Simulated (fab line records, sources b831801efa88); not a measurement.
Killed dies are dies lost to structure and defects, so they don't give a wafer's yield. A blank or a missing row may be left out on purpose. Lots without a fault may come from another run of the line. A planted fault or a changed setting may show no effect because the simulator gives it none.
fab line records | flow gf180mcu
record lots=14 wafers=42 last_day=34
route steps=602 shown HV_LDD@178 V1@339 V4@492 MIM@504
lots that met no fault: from a run of the same line without faults
start_h: hours from the record's first day to the start of the lot's first wafer shown | wait_h: hours since the lot's step before | " the same as in the row above | L1.1+2: a row that stands for several wafers | - no value, or no start given | * or withheld: withheld | < > ~ a bound
route shown NAME@n: a module of which the file shows steps, and the number in the route of the first | usual: mean/standard deviation of fault-free wafers | same: alike in all rows | chamber/n: place in a boat | sites: the reading at each site | _std_site: their standard deviation | _edge_site: outer sites' mean less inner sites' | radius_mm: how far each site lies from the wafer's centre | mask NAME#n: copy n | behind: the tool/chamber that last shaped the wafer | hold: why the lot was held/for how many hours/how that ended | device: the transistor (n, p or np) that didn't switch | end of line: the same wafers' tests at the end of the route | a step without rows: its recipe alone | killed: dies lost to structure and defects at the first sort, not the wafer's yield | map: a wafer's dies, x killed, . not, _ none there
set.NAME: the setting as run; set.NAME@STEP: as run at that earlier step | model.NAME: the simulator's own value behind a step, which no gauge read
steps of the route over a sample of lots; a table a step, a row a wafer
services: from which hour (start_h, from the record's first day; less than 0 if before it) a tool's chamber was out of use, for how many hours, and why
## steps
# step GF_HV_LDD_COAT_02
# recipe resist=NOVOLAK spin_rpm=3000 resist_thk_nm=1000
# usual chill_plate_temp_C=22.98/0.11 spin_speed_rpm=3000.6/2
# columns lot.wafer tool chamber start_h wait_h chill_plate_temp_C spin_speed_rpm
L596.4 litho_track-04 0 203.07 0.1 22.97 3004.9
L596.5 " 0 " " 22.85 2999.2
L596.6 " 0 " " 22.91 3002.8
L598.1 litho_track-01 0 217.53 0.1 23.02 3001.8
L598.3 " 0 " " 22.97 3004.4
L598.4 " 0 " " 22.89 2997.5
L599.1 litho_track-04 0 227.45 0.1 23.11 2996.2
L599.5 " 0 " " 23.00 3003.3
L599.6 " 0 " " 23.07 2999.5
L600.1 litho_track-03 0 231.65 0.1 23.14 3001.8
L600.2 " 0 " " 23.03 3001.7
L600.5 " 0 " " 22.94 3002.7
L601.1 litho_track-04 0 237.80 0.1 22.72 2997.9
L601.2 " 0 " " 22.90 3003.9
L601.6 " 0 " " 22.85 2995.5
L602.1 litho_track-01 0 248.48 0.1 23.07 3002.0
L602.5 " 0 " " 22.89 3000.8
L602.6 " 0 " " 22.81 3000.7
L603.1 litho_track-04 0 255.75 0.1 23.09 2998.8
L603.4 " 0 " " 23.10 3001.7
L603.5 " 0 " " 22.98 3002.1
L605.1 litho_track-03 0 266.15 0.1 23.16 3000.3
L605.3 " 0 " " 22.97 3000.2
L605.4 " 0 " " 23.19 2999.2
L606.2 litho_track-03 0 275.12 0.1 23.03 2999.5
L606.4 " 0 " " 23.02 2998.8
L606.6 " 0 " " 23.04 2999.6
L608.3 litho_track-04 0 293.75 0.1 22.87 3001.7
L608.4 " 0 " " 22.75 3001.6
L608.5 " 0 " " 22.82 2998.0
L610.2 litho_track-03 0 304.07 0.1 22.94 2997.4
L610.4 " 0 " " 23.02 2998.9
L610.6 " 0 " " 23.15 3000.9
L614.1 litho_track-03 0 341.40 0.1 23.21 2939.5
L614.2 " 0 " " 23.15 2944.6
L614.6 " 0 " " 23.02 2940.2
L615.2 litho_track-03 0 352.57 0.1 22.96 2939.5
L615.3 " 0 " " 22.95 2940.0
L615.4 " 0 " " 22.81 2942.3
L616.4 litho_track-03 0 358.57 0.1 22.90 2945.2
L616.5 " 0 " " 23.16 2940.2
L616.6 " 0 " " 23.16 2945.9
# step GF_V1_CMP_04
# recipe material=SiO2 down_force_psi=4 platen_rpm=60 pad_velocity_m_s=0.94248
# usual motor_current_A=12.4/1.7 time_to_endpoint_s=79/5
# columns lot.wafer tool chamber start_h wait_h motor_current_A time_to_endpoint_s
L596.4 cmp-01 3 381.44 0.1 12.2 89
L596.6 " 1 " " 14.8 86
L596.5 " 2 " " 12.0 91
L598.1 cmp-02 2 398.04 0.1 13.6 76
L598.3 " 3 " " 10.8 74
L598.4 " 0 " " 9.6 81
L599.1 cmp-01 1 411.31 0.1 15.0 76
L599.5 " 1 " " 14.0 78
L599.6 " 2 " " 12.4 80
L600.2 cmp-02 1 419.33 0.1 13.7 73
L600.1 " 2 " " 13.2 72
L600.5 " 2 " " 13.9 74
L601.1 cmp-02 3 425.55 0.1 10.5 73
L601.2 " 0 " " 9.4 80
L601.6 " 3 " " 10.2 82
L602.1 cmp-02 3 440.79 0.3 10.3 78
L602.5 " 0 " " 9.5 82
L602.6 " 1 " " 13.2 80
L603.1 cmp-01 1 447.73 0.7 15.7 68
L603.4 " 2 " " 11.8 74
L603.5 " 3 " " 11.3 77
L605.1 cmp-02 1 462.00 0.1 14.4 75
L605.3 " 2 " " 13.5 70
L605.4 " 0 " " 9.2 77
L606.2 cmp-01 1 473.53 0.1 15.0 75
L606.4 " 2 " " 12.5 88
L606.6 " 0 " " 12.4 84
L608.4 cmp-01 1 498.64 0.1 15.2 78
L608.3 " 2 " " 12.0 82
L608.5 " 3 " " 12.5 86
L610.2 cmp-01 2 507.71 0.1 12.2 75
L610.4 " 3 " " 12.6 76
L610.6 " 1 " " 15.4 77
L614.2 cmp-02 2 550.71 0.0 13.8 71
L614.1 " 3 " " 9.8 81
L614.6 " 2 " " 13.3 74
L615.3 cmp-01 0 560.31 0.1 12.8 77
L615.4 " 1 " " 15.2 77
L615.2 " 2 " " 12.5 81
L616.4 cmp-02 0 567.81 0.1 9.2 94
L616.5 " 3 " " 10.3 91
L616.6 " 0 " " 9.3 89
# step GF_V4_ETCH_16
# recipe chemistry=N2/H2 target_depth_a=withheld overetch_a=withheld time_s=withheld target=BARC ion_energy_ev=200 source_w=500 bias_w=100 pressure_mtorr=30 n2_flow_sccm=100 h2_flow_sccm=200
# usual drypump_motor_current_A=5.6/0.42 oes_product_au=0.853/0.0051 throttle_valve_pct=13.225/0.0089
# columns lot.wafer tool chamber start_h wait_h drypump_motor_current_A oes_product_au throttle_valve_pct
L596.4 rie_diel-04 0 557.02 0.0 5.4 0.851 13.241
L596.5 " 1 " " 5.4 0.854 13.234
L596.6 " 2 " " 5.5 0.847 13.226
L598.1 rie_diel-04 3 574.25 0.0 5.7 0.853 13.221
L598.3 " 1 " " 5.4 0.854 13.223
L598.4 " 3 " " 5.7 0.843 13.217
L599.1 rie_diel-02 1 583.05 0.0 5.2 0.858 13.216
L599.5 " 2 " " 4.9 0.865 13.220
L599.6 " 1 " " 5.2 0.852 13.212
L600.1 rie_diel-04 1 593.30 0.0 5.4 0.860 13.236
L600.2 " 2 " " 5.5 0.849 13.223
L600.5 " 2 " " 5.5 0.861 13.217
L601.1 rie_diel-04 2 599.45 0.0 5.5 0.848 13.205
L601.2 " 1 " " 5.4 0.856 13.231
L601.6 " 2 " " 5.5 0.853 13.225
L602.1 rie_diel-01 2 611.10 0.0 5.8 0.856 13.239
L602.5 " 2 " " 5.8 0.846 13.210
L602.6 " 0 " " 5.8 0.860 13.224
L603.1 rie_diel-04 3 617.68 0.0 5.7 0.848 13.225
L603.4 " 2 " " 5.5 0.847 13.215
L603.5 " 0 " " 5.4 0.853 13.223
L605.1 rie_diel-04 3 628.65 0.0 5.7 0.854 13.228
L605.3 " 0 " " 5.4 0.860 13.233
L605.4 " 1 " " 5.4 0.849 13.230
L606.2 rie_diel-02 0 640.31 0.0 6.4 0.847 13.237
L606.4 " 2 " " 4.9 0.850 13.217
L606.6 " 0 " " 6.3 0.852 13.227
L608.3 rie_diel-01 2 661.60 0.0 5.8 0.856 13.230
L608.4 " 3 " " 5.5 0.852 13.229
L608.5 " 2 " " 5.8 0.861 13.228
L610.2 rie_diel-02 1 667.75 0.0 5.2 0.859 13.229
L610.4 " 1 " " 5.2 0.857 13.230
L610.6 " 2 " " 4.9 0.855 13.219
L614.1 rie_diel-01 0 702.45 0.0 5.8 0.850 13.234
L614.2 " 2 " " 5.8 0.846 13.230
L614.6 " 0 " " 5.8 0.850 13.237
L615.2 rie_diel-04 1 710.57 0.0 5.4 0.861 13.225
L615.3 " 2 " " 5.5 0.859 13.225
L615.4 " 0 " " 5.4 0.850 13.229
L616.4 rie_diel-01 2 716.67 0.0 5.8 0.848 13.231
L616.5 " 1 " " 5.5 0.854 13.232
L616.6 " 2 " " 5.8 0.857 13.229
# step GF_MIM_SPUTTER_01
# recipe material=TiN target_thk_nm=30 power_w=6500 time_s=25 chamber_pressure_pa=0.4
# usual throttle_valve_pct=29.7/1
# columns lot.wafer tool chamber start_h wait_h throttle_valve_pct
L596.4 pvd_sputter-03 - 558.47 0.0 30.7
L596.5 " - " " 32.0
L596.6 " - " " 29.5
L598.1 pvd_sputter-02 - 575.79 0.1 28.8
L598.3 " - " " 28.8
L598.4 " - " " 29.0
L599.1 pvd_sputter-03 - 584.90 0.1 28.2
L599.5 " - " " 30.5
L599.6 " - " " 29.6
L600.1 pvd_sputter-02 - 594.91 0.1 29.0
L600.2 " - " " 30.5
L600.5 " - " " 29.1
L601.1 pvd_sputter-04 - 600.99 0.1 28.4
L601.2 " - " " 30.2
L601.6 " - " " 30.6
L602.1 pvd_sputter-02 - 612.55 0.1 29.2
L602.5 " - " " 28.8
L602.6 " - " " 29.2
L603.1 pvd_sputter-02 - 619.13 0.1 28.9
L603.4 " - " " 30.1
L603.5 " - " " 30.5
L605.1 pvd_sputter-04 - 630.14 0.1 28.5
L605.3 " - " " 30.6
L605.4 " - " " 29.3
L606.2 pvd_sputter-04 - 641.77 0.1 30.5
L606.4 " - " " 29.9
L606.6 " - " " 28.3
L608.3 pvd_sputter-04 - 663.08 0.1 29.2
L608.4 " - " " 29.7
L608.5 " - " " 30.1
L610.2 pvd_sputter-04 - 669.21 0.1 30.5
L610.4 " - " " 28.6
L610.6 " - " " 29.7
L614.1 pvd_sputter-03 - 704.11 0.1 28.1
L614.2 " - " " 32.4
L614.6 " - " " 29.8
L615.2 pvd_sputter-03 - 712.06 0.1 32.2
L615.3 " - " " 30.4
L615.4 " - " " 27.9
L616.4 pvd_sputter-03 - 718.17 0.1 30.3
L616.5 " - " " 29.5
L616.6 " - " " 30.5
## services
# columns tool chamber start_h hours kind
cmp-02 - 194.02 4.7 pm
cmp-02 - 198.84 1.6 repair
cmp-02 - 200.42 8.6 pm
cmp-02 - 213.61 1.2 repair
cmp-02 - 232.00 4.0 pm
cmp-01 - 275.66 0.2 repair
cmp-01 - 292.18 0.9 repair
cmp-01 - 354.48 3.4 repair
cmp-02 - 368.79 1.9 repair
rie_diel-04 - 369.36 2.8 pm
cmp-02 - 372.90 6.6 repair
cmp-01 - 404.21 4.0 pm
cmp-01 - 438.71 8.3 pm
cmp-01 - 517.49 1.2 repair
rie_diel-04 3 522.18 3.1 repair
rie_diel-04 3 549.34 12.4 repair
cmp-02 - 551.21 0.2 repair
cmp-02 - 572.21 4.0 pm
cmp-01 - 576.21 5.5 pm
rie_diel-04 0 593.00 7.8 repair
cmp-01 - 631.04 16.9 pm
rie_diel-04 - 664.38 14.6 pm
cmp-01 - 672.21 35.2 repair
cmp-01 - 700.53 0.9 repair
## key
first_sign step=GF_HV_LDD_COAT_02 reading=spin_speed_rpm direction=down sigmas=30 usual=* struck=*
effect none on later readings
met_at GF_HV_LDD_COAT_02
struck_lots L614,L615,L616
tester_left_out L614,L615,L616
not_acting_at GF_V1_CMP_04,GF_V4_ETCH_16,GF_MIM_SPUTTER_01
onset_between 304.07 341.40
fault kind=process_parameter_drift tool=litho_track-03 chamber=- onset_h=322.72 steps=GF_HV_LDD_COAT_02 channel=spin_rpm offset=* shape=step end_h=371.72 acts_in=* stated=*
# tester_left_out: of these lots the tester's yield and bins aren't shown, on N5 and GAA mostly nor the transistor test; their killed dies are dies lost to structure and defects alone, not to doping, threshold or leakage, so they don't give the yield
